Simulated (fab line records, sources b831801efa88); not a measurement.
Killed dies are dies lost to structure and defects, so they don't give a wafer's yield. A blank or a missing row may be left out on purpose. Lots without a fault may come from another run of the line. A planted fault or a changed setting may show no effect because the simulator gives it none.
A struck lot beside a sound one | flow sky130 | 18 steps out of a route of 708
Sound: wafers L655.1, L655.2, L655.6. Struck: wafers L665.5, L665.6. (L665.1 of the same lot was not struck and is left out.) The cause comes at the end.
At each step with rows: each side's tool, then ch and its chambers, then its first start. Under that, the readings that differ: sound wafers | struck wafers | difference of the means | sigmas: that difference in standard deviations of wafers without a fault.
alike: readings whose means differ by less than 2 such deviations, and words and numbers that are the same on both sides. not compared: withheld readings, readings that some wafer has no value for, bounds like >300 that may hide the same value, and numbers for which the record gives no deviation and whose values overlap.
The two part at a step that has a row with sigmas, a row that says differs or no value, or rows on one side only. Numbers that don't overlap but have no deviation are shown without sigmas and don't part them. A reading that every wafer of one side lacks parts them only if that side has two wafers or more.

first, 3 steps without rows for these wafers: SKY_VIA1_EXPOSE_09 (exposes mask VIM, target cd 150 nm); SKY_VIA1_PEB_10; SKY_VIA1_DEVELOP_11 (develop time 60 s).
SKY_VIA1_CD_MEAS_12: target cd 150 nm.
  sound on cd_sem-01, day 34 12:17; struck on cd_sem-01, day 38 08:31
  alike: cd_nm
SKY_VIA1_OVL_MEAS_13:
  sound on overlay-01, day 34 12:24; struck on overlay-01, day 38 08:38
  alike: VIA1_OVL
SKY_VIA1_ETCH_14: etches BARC in N2/H2, stops on SiO2, time 45.9 s, target depth 60 nm.
  sound on rie_diel-01 ch 0,1,3, day 34 12:26; struck on rie_diel-03 ch 1,2, day 38 08:40
  alike: drypump_motor_current_A, n2_flow_sccm, oes_product_au, rf_fwd_power_W, throttle_valve_pct
  not compared: rf_hours_counter_h
SKY_VIA1_ETCH_15: etches SiO2 in C4F8/O2/Ar, stops on TiN, target depth 351 nm, time 54 s.
  sound on rie_diel-01 ch 0,1,3, day 34 12:29; struck on rie_diel-03 ch 1,2, day 38 08:42
  reading               | sound             | struck      | difference | sigmas
  oes_product_au (a.u.) | 0.974 0.972 0.974 | 0.993 0.988 | +0.017     | +3
  alike: rf_fwd_power_W
  not compared: rf_hours_counter_h
SKY_VIA1_STRIP_16: strips in O2/N2.
  sound on plasma_asher-04 ch 0,1, day 34 12:32; struck on plasma_asher-01 ch 0,1, day 38 08:45
  reading             | sound             | struck      | difference | sigmas
  n2_flow_sccm (sccm) | 300.1 298.1 297.2 | 300.1 300.5 | +1.8       | +2
  alike: drypump_motor_current_A, oes_product_au, strip_time_to_endpoint_s
  not compared: rf_hours_counter_h
then, 3 steps without rows for these wafers: SKY_VIA1_STRIP_17 (strips in post etch residue remover, time 1200 s); SKY_VIA1_CLEAN_18 (cleans in IPA, time 180 s); SKY_VIA1_CLEAN_19 (cleans in O3/DIW).
SKY_VIA1_SPUTTER_20: material TiN, target thk 20 nm, time 80 s.
  sound on pvd_sputter-03, day 34 13:08; struck on pvd_sputter-02, day 38 09:31
  alike: throttle_valve_pct
SKY_VIA1_CVD_21: deposits W, target thk 270 nm, time 80.902 s.
  sound on cvd_w-01 ch 0, day 34 13:11; struck on cvd_w-02 ch 0,1, day 38 09:35
  reading                            | sound             | struck    | difference | sigmas
  model.W_of_VIA1_CVD_21.thk_nm (nm) | 276.5 273.1 272.8 | 364 361.3 | +89        |
  alike: heater_power_w
SKY_VIA1_RS_MEAS_22: measures by four-point-probe.
  sound on film_metro-01, day 34 13:23; struck on film_metro-03, day 38 09:40
  reading            | sound             | struck      | difference | sigmas
  VIA1_W_RS (ohm/sq) | 0.416 0.423 0.422 | 0.316 0.317 | -0.104     | -16
SKY_VIA1_THK_MEAS_23: measures by xrf.
  sound on film_metro-01, day 34 13:30; struck on film_metro-03, day 38 09:47
  reading         | sound       | struck  | difference | sigmas
  VIA1_W_THK (nm) | 268 265 265 | 350 346 | +82        | +19
SKY_VIA1_CMP_24: polishes, stops on SiO2, t overpolish 15 s, target thk 0 nm.
  sound on cmp-02 ch 0,1,3, day 34 13:40; struck on cmp-01 ch 2,3, day 38 09:51
  reading                | sound    | struck | difference | sigmas
  time_to_endpoint_s (s) | 62 77 74 | 99 93  | +25        | +4
  alike: motor_current_A, slurry_filter_dp_kPa, slurry_flow_ml_min
SKY_METAL2_SPUTTER_00: material Ti, target thk 15 nm, time 10 s.
  sound on pvd_sputter-04, day 34 13:52; struck on pvd_sputter-01, day 38 10:09
  alike: throttle_valve_pct
SKY_PAD_OPEN_PROBE_99:
  the record has rows for the sound wafers here (prober-02, day 46 03:55) and none for the struck ones

WHERE THEY PART
First at SKY_VIA1_ETCH_15; last, within this record, at SKY_PAD_OPEN_PROBE_99.

WHY: what the simulator had put in
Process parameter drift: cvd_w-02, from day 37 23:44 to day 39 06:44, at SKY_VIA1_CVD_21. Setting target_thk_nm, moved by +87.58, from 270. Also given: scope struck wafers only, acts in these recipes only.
